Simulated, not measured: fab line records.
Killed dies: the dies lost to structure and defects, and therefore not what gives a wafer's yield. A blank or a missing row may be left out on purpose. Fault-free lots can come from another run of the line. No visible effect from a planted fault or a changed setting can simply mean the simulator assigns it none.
fab line records | flow sky130
[record] lots = 13 wafers = 39 last_day = 50
route steps=708 shown NWELL@34 VT_ADJUST_LVTN@112
lots untouched by any fault: they come from a run of this same line in which no faults occurred
start_h: hours from the record's first day to the start of the lot's first wafer shown | wait_h: hours from the lot's prior step to this one | " repeats the value in the row above | L1.1+2: a single row standing in for several wafers | - no value, or no start was given | * or withheld: withheld | < > ~ a bound
route shown NAME@n: names a module that has steps shown in the file, with the first one's number in the route | usual: the fault-free wafers' mean and standard deviation | same: alike in all rows | chamber/n: place in a boat | sites: per-site readings | _std_site: their standard deviation | _edge_site: mean of outer sites minus mean of inner sites | radius_mm: how far each site lies from the wafer's centre | mask NAME#n: copy n | behind: the most recent tool/chamber to have shaped the wafer | hold: cause of the lot's hold/its duration in hours/its outcome | device: whichever transistor did not switch (one of n, p or np) | end of line: tests run on the same wafers once the route is complete | step lacking rows: just its recipe | killed: dies lost to structure and defects at the first sort, not the wafer's yield | map: dies across one wafer; x = killed, . = not, _ = none there
set.NAME: the setting that was run; set.NAME@STEP: the one run at that earlier step | model.NAME: the simulator's own value behind a step, which no gauge read
the route's steps for a sample of lots (tables are steps, rows are wafers)
services: when a tool's chamber went out of use (start_h, in hours from the record's first day, below 0 if earlier), for how many hours, and the reason
[[steps]]
[step SKY_NWELL_THK_MEAS_02]
[recipe] reads = SiO2_of_NWELL_OXIDATION_01
[usual] NWELL_OXIDATION_THK = 10.00/0.14
// columns lot.wafer tool chamber start_h wait_h NWELL_OXIDATION_THK[nm]
L954.2 film_metro-03 - 41.73 0.0 10.03
L954.3 " - " " 9.99
L954.6 " - " " 10.08
L955.2 film_metro-04 - 48.04 0.0 9.85
L955.3 " - " " 9.84
L955.4 " - " " 10.02
L956.2 film_metro-04 - 52.28 0.0 10.13
L956.4 " - " " 10.02
L956.5 " - " " 10.12
L957.1 film_metro-02 - 55.65 0.0 9.99
L957.3 " - " " 10.11
L957.5 " - " " 10.28
L961.2 film_metro-02 - 78.70 0.0 9.88
L961.4 " - " " 9.74
L961.5 " - " " 9.91
L962.1 film_metro-04 - 86.21 0.0 9.88
L962.2 " - " " 9.69
L962.6 " - " " 9.68
L963.1 film_metro-02 - 88.73 0.0 10.14
L963.4 " - " " 10.31
L963.5 " - " " 10.23
L966.1 film_metro-04 - 108.03 0.0 9.93
L966.4 " - " " 10.00
L966.5 " - " " 10.08
L970.1 film_metro-03 - 124.28 0.0 10.11
L970.2 " - " " 10.02
L970.5 " - " " 10.18
L972.1 film_metro-04 - 138.18 0.0 10.16
L972.2 " - " " 10.05
L972.3 " - " " 9.99
L974.1 film_metro-03 - 154.35 0.0 9.97
L974.2 " - " " 10.04
L974.6 " - " " 10.12
L975.1 film_metro-02 - 164.06 0.0 10.26
L975.3 " - " " 10.14
L975.5 " - " " 10.14
L976.3 film_metro-04 - 164.08 0.0 10.04
L976.4 " - " " 10.06
L976.5 " - " " 9.96
[step SKY_NWELL_STRIP_14]
[recipe] chemistry = O2/N2 power_w = 1400 pressure_mtorr = 1500 platen_temp_c = withheld o2_flow_sccm = 3000 n2_flow_sccm = 300 overash_fraction = 0.5
[usual] drypump_motor_current_A = 5.6/0.4 oes_product_au = 0.722/0.0043 strip_time_to_endpoint_s = 36.92/0.087
// columns lot.wafer tool chamber start_h wait_h drypump_motor_current_A oes_product_au rf_hours_counter_h strip_time_to_endpoint_s
L954.2 plasma_asher-01 0 91.76 0.1 5.2 0.726 41 37.00
L954.3 " 1 " " 5.2 0.718 - 36.93
L954.6 " 0 " " 5.2 0.727 - 36.95
L955.2 plasma_asher-04 0 99.07 0.1 6.0 0.721 38 36.98
L955.3 " 1 " " 6.0 0.720 - 36.92
L955.4 " 0 " " 6.0 0.722 - 36.96
L956.2 plasma_asher-01 1 103.51 0.1 5.2 0.731 42 36.88
L956.4 " 0 " " 5.2 0.723 - 36.95
L956.5 " 1 " " 5.2 0.730 - 36.95
L957.1 plasma_asher-04 1 107.37 0.1 6.1 0.723 39 36.91
L957.3 " 0 " " 6.1 0.720 - 36.87
L957.5 " 0 " " 6.0 0.727 - 36.95
L961.2 plasma_asher-04 1 137.67 0.1 6.1 0.725 42 36.94
L961.4 " 0 " " 6.1 0.720 - 36.87
L961.5 " 0 " " 6.1 0.725 - 36.89
L962.1 plasma_asher-02 1 143.37 0.1 5.5 0.728 33 36.84
L962.2 " 0 " " 5.9 0.721 33 36.82
L962.6 " 0 " " 5.9 0.727 - 36.82
L963.1 plasma_asher-01 1 144.74 0.1 5.2 0.719 45 37.01
L963.4 " 0 " " 5.2 0.723 - 36.95
L963.5 " 0 " " 5.2 0.724 - 36.99
L966.1 plasma_asher-02 0 164.36 0.1 5.8 0.724 36 36.73
L966.4 " 1 " " 5.5 0.726 - 36.84
L966.5 " 1 " " 5.5 0.718 - 36.76
L970.1 plasma_asher-01 0 182.51 0.1 5.2 0.722 49 36.87
L970.2 " 1 " " 5.2 0.722 49 36.88
L970.5 " 0 " " 5.3 0.720 - 36.87
L972.1 plasma_asher-04 1 198.36 0.1 6.1 0.714 48 36.97
L972.2 " 0 " " 6.1 0.728 48 36.87
L972.3 " 0 " " 6.1 0.726 - 36.96
L974.1 plasma_asher-02 1 215.56 0.1 5.4 0.721 40 36.84
L974.2 " 0 " " 5.9 0.719 40 37.00
L974.6 " 1 " " 5.5 0.720 - 36.99
L975.1 plasma_asher-01 0 227.96 0.1 5.2 0.719 53 36.91
L975.3 " 1 " " 5.2 0.722 - 36.72
L975.5 " 0 " " 5.2 0.724 - 36.79
L976.3 plasma_asher-02 0 228.34 0.1 5.9 0.721 - 37.01
L976.4 " 1 " " 5.4 0.717 - 36.88
L976.5 " 0 " " 5.9 0.721 - 37.03
[step SKY_NWELL_TW_MEAS_26]
[usual] NWELL_2_TW = 498/3.1
// columns lot.wafer tool chamber start_h wait_h NWELL_2_TW
L954.2 film_metro-02 - 109.52 0.1 494
L954.3 " - " " 493
L954.6 " - " " 493
L955.2 film_metro-02 - 117.43 0.1 494
L955.3 " - " " 493
L955.4 " - " " 493
L956.2 film_metro-02 - 122.28 0.1 494
L956.4 " - " " 496
L956.5 " - " " 496
L957.1 film_metro-02 - 126.56 0.1 494
L957.3 " - " " 498
L957.5 " - " " 497
L961.2 film_metro-03 - 156.58 0.1 502
L961.4 " - " " 502
L961.5 " - " " 504
L962.1 film_metro-02 - 162.17 0.1 493
L962.2 " - " " 494
L962.6 " - " " 492
L963.1 film_metro-04 - 163.62 0.1 499
L963.4 " - " " 501
L963.5 " - " " 502
L966.1 film_metro-04 - 185.62 0.1 499
L966.4 " - " " 501
L966.5 " - " " 502
L970.1 film_metro-04 - 204.56 0.1 500
L970.2 " - " " 502
L970.5 " - " " 498
L972.1 film_metro-04 - 220.66 0.1 503
L972.2 " - " " 504
L972.3 " - " " 500
L974.1 film_metro-03 - 238.57 0.1 500
L974.2 " - " " 501
L974.6 " - " " 502
L975.1 film_metro-03 - 251.71 0.1 496
L975.3 " - " " 501
L975.5 " - " " 498
L976.3 film_metro-04 - 251.98 0.1 499
L976.4 " - " " 500
L976.5 " - " " 498
[step SKY_VT_ADJUST_LVTN_EXPOSE_15]
[recipe] mask_id = HVN_STD_DERIVED na = 0.6 source_shape = conventional sigma_outer = 0.6 polarization = unpolarized target_cd_nm = 600 dose_mj = 163
[usual] stage_vel_mm_s = 500.04/0.25
// columns lot.wafer tool chamber start_h wait_h mask stage_vel_mm_s
L954.2 iline_stepper-02 0 159.38 - HVN_STD_DERIVED#0 500.23
L954.3 " 0 " " HVN_STD_DERIVED#0 500.13
L954.6 " 0 " " HVN_STD_DERIVED#0 500.18
L955.2 iline_stepper-01 0 165.37 - HVN_STD_DERIVED#0 500.10
L955.3 " 0 " " HVN_STD_DERIVED#0 499.63
L955.4 " 0 " " HVN_STD_DERIVED#0 499.55
L956.2 iline_stepper-02 0 170.27 - HVN_STD_DERIVED#0 500.27
L956.4 " 0 " " HVN_STD_DERIVED#0 499.99
L956.5 " 0 " " HVN_STD_DERIVED#0 500.21
L957.1 iline_stepper-01 0 175.24 - HVN_STD_DERIVED#0 500.20
L957.3 " 0 " " HVN_STD_DERIVED#0 499.70
L957.5 " 0 " " HVN_STD_DERIVED#0 500.07
L961.2 iline_stepper-02 0 209.16 - HVN_STD_DERIVED#0 500.19
L961.4 " 0 " " HVN_STD_DERIVED#0 499.95
L961.5 " 0 " " HVN_STD_DERIVED#0 500.13
L962.1 iline_stepper-02 0 214.32 - HVN_STD_DERIVED#0 500.12
L962.2 " 0 " " HVN_STD_DERIVED#0 500.20
L962.6 " 0 " " HVN_STD_DERIVED#0 499.97
L963.1 iline_stepper-02 0 218.22 - HVN_STD_DERIVED#0 500.04
L963.4 " 0 " " HVN_STD_DERIVED#0 500.07
L963.5 " 0 " " HVN_STD_DERIVED#0 500.09
L966.1 iline_stepper-01 0 242.54 - HVTPM#0 499.93
L966.4 " 0 " " HVTPM#0 499.47
L966.5 " 0 " " HVTPM#0 499.64
L970.1 iline_stepper-01 0 262.67 - HVN_STD_DERIVED#0 500.10
L970.2 " 0 " " HVN_STD_DERIVED#0 500.20
L970.5 " 0 " " HVN_STD_DERIVED#0 500.00
L972.1 iline_stepper-01 0 282.07 - HVN_STD_DERIVED#0 499.99
L972.2 " 0 " " HVN_STD_DERIVED#0 500.64
L972.3 " 0 " " HVN_STD_DERIVED#0 500.02
L974.1 iline_stepper-01 0 301.74 - HVN_STD_DERIVED#0 499.60
L974.2 " 0 " " HVN_STD_DERIVED#0 499.64
L974.6 " 0 " " HVN_STD_DERIVED#0 499.74
L975.1 iline_stepper-01 0 315.56 - HVN_STD_DERIVED#0 499.93
L975.3 " 0 " " HVN_STD_DERIVED#0 499.92
L975.5 " 0 " " HVN_STD_DERIVED#0 499.88
L976.3 iline_stepper-02 0 316.04 - HVN_STD_DERIVED#0 500.05
L976.4 " 0 " " HVN_STD_DERIVED#0 500.55
L976.5 " 0 " " HVN_STD_DERIVED#0 500.31
[step SKY_VT_ADJUST_LVTN_OVL_MEAS_18]
[usual] VT_ADJUST_LVTN_01_OVL = 1.2/1.2
// columns lot.wafer tool chamber start_h wait_h VT_ADJUST_LVTN_01_OVL[nm]
L954.2 overlay-01 - 167.93 0.1 1.3
L954.3 " - " " 1.0
L954.6 " - " " 0.8
L955.2 overlay-02 - 175.98 0.1 1.1
L955.3 " - " " -0.5
L955.4 " - " " 1.1
L956.2 overlay-01 - 180.38 0.1 1.0
L956.4 " - " " -1.3
L956.5 " - " " -0.5
L957.1 overlay-01 - 184.72 0.1 0.1
L957.3 " - " " 0.2
L957.5 " - " " -0.6
L961.2 overlay-01 - 220.57 0.1 1.4
L961.4 " - " " 1.9
L961.5 " - " " 0.9
L962.1 overlay-02 - 225.16 0.1 -1.4
L962.2 " - " " 0.7
L962.6 " - " " 1.7
L963.1 overlay-01 - 228.87 0.1 0.7
L963.4 " - " " 1.1
L963.5 " - " " -0.1
L966.1 overlay-01 - 253.62 0.1 -
L966.4 " - " " -
L966.5 " - " " -
L970.1 overlay-02 - 274.92 0.1 0.5
L970.2 " - " " -0.9
L970.5 " - " " 1.7
L972.1 overlay-02 - 294.82 0.1 3.1
L972.2 " - " " 2.6
L972.3 " - " " 4.8
L974.1 overlay-01 - 314.32 0.1 2.5
L974.2 " - " " 0.2
L974.6 " - " " 0.7
L975.1 overlay-01 - 329.27 0.1 1.3
L975.3 " - " " 2.5
L975.5 " - " " 2.1
L976.3 overlay-02 - 329.53 0.1 0.5
L976.4 " - " " 2.0
L976.5 " - " " 1.2
[step SKY_VT_ADJUST_LVTN_TW_MEAS_21]
[usual] VT_ADJUST_LVTN_2_TW = 189.5/0.97
// columns lot.wafer tool chamber start_h wait_h VT_ADJUST_LVTN_2_TW
L954.2 film_metro-01 - 168.22 0.1 190.3
L954.3 " - " " 190.3
L954.6 " - " " 189.3
L955.2 film_metro-01 - 176.32 0.1 189.3
L955.3 " - " " 190.8
L955.4 " - " " 191.6
L956.2 film_metro-04 - 180.67 0.1 190.1
L956.4 " - " " 189.9
L956.5 " - " " 189.5
L957.1 film_metro-04 - 185.01 0.1 189.6
L957.3 " - " " 189.5
L957.5 " - " " 189.6
L961.2 film_metro-02 - 220.86 0.1 186.6
L961.4 " - " " 188.0
L961.5 " - " " 188.8
L962.1 film_metro-02 - 225.45 0.1 188.8
L962.2 " - " " 187.6
L962.6 " - " " 188.3
L963.1 film_metro-01 - 229.16 0.1 189.7
L963.4 " - " " 191.8
L963.5 " - " " 190.1
L966.1 film_metro-04 - 253.91 0.1 30.3
L966.4 " - " " 30.3
L966.5 " - " " 30.3
L970.1 film_metro-04 - 275.21 0.1 189.5
L970.2 " - " " 190.4
L970.5 " - " " 189.5
L972.1 film_metro-02 - 295.11 0.1 188.9
L972.2 " - " " 187.9
L972.3 " - " " 188.5
L974.1 film_metro-01 - 314.61 0.1 190.5
L974.2 " - " " 190.2
L974.6 " - " " 190.1
L975.1 film_metro-04 - 329.56 0.1 189.9
L975.3 " - " " 189.0
L975.5 " - " " 189.5
L976.3 film_metro-04 - 329.82 0.1 189.7
L976.4 " - " " 189.5
L976.5 " - " " 188.9
[[services]]
// columns tool chamber start_h hours kind
iline_stepper-01 - 71.41 2.1 pm
iline_stepper-01 - 73.49 - consumable_replace:lamp
iline_stepper-01 - 73.49 1.7 pm
iline_stepper-02 0 83.18 - calibration
plasma_asher-04 - 90.46 3.3 repair
plasma_asher-01 - 94.15 0.7 repair
iline_stepper-02 - 95.70 2.1 pm
iline_stepper-02 - 97.78 - consumable_replace:lamp
plasma_asher-01 - 106.33 10.0 pm
iline_stepper-02 - 109.00 0.8 pm
iline_stepper-01 0 121.56 - calibration
iline_stepper-01 - 158.53 4.4 pm
plasma_asher-02 - 170.95 0.4 repair
iline_stepper-01 - 189.01 4.8 repair
iline_stepper-02 - 196.78 1.7 pm
iline_stepper-02 - 258.62 7.2 repair
iline_stepper-02 - 263.84 9.6 repair
iline_stepper-01 - 278.59 1.7 pm
iline_stepper-02 0 292.14 - calibration
[[key]]
[first_sign] step = SKY_VT_ADJUST_LVTN_EXPOSE_15 reading = mask direction = changed
[effect] step = SKY_VT_ADJUST_LVTN_OVL_MEAS_18 reading = VT_ADJUST_LVTN_01_OVL direction = missing
[effect] step = SKY_VT_ADJUST_LVTN_TW_MEAS_21 reading = VT_ADJUST_LVTN_2_TW direction = down sigmas = 99+ usual = 189.5 struck = 30.3
met_at SKY_VT_ADJUST_LVTN_EXPOSE_15
struck_lots L966
sort_left_out L966.1,L966.4,L966.5
tester_left_out L966
not_acting_at SKY_NWELL_THK_MEAS_02,SKY_NWELL_STRIP_14,SKY_NWELL_TW_MEAS_26
onset_between 175.24 242.54
[fault] kind = wrong_mask tool = any chamber = - onset_h = 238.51 steps = SKY_VT_ADJUST_LVTN_EXPOSE_15 aux_copy = HVTPM#0 scope = struck_lots_only
// tester_left_out: of these lots the tester's yield and bins aren't shown, on N5 and GAA mostly nor the transistor test; their killed dies are dies lost to structure and defects alone, not to doping, threshold or leakage, so they don't give the yield
// sort_left_out: the simulated sort isn't trusted on such a fault, so these wafers' sort isn't shown, and their yield isn't known
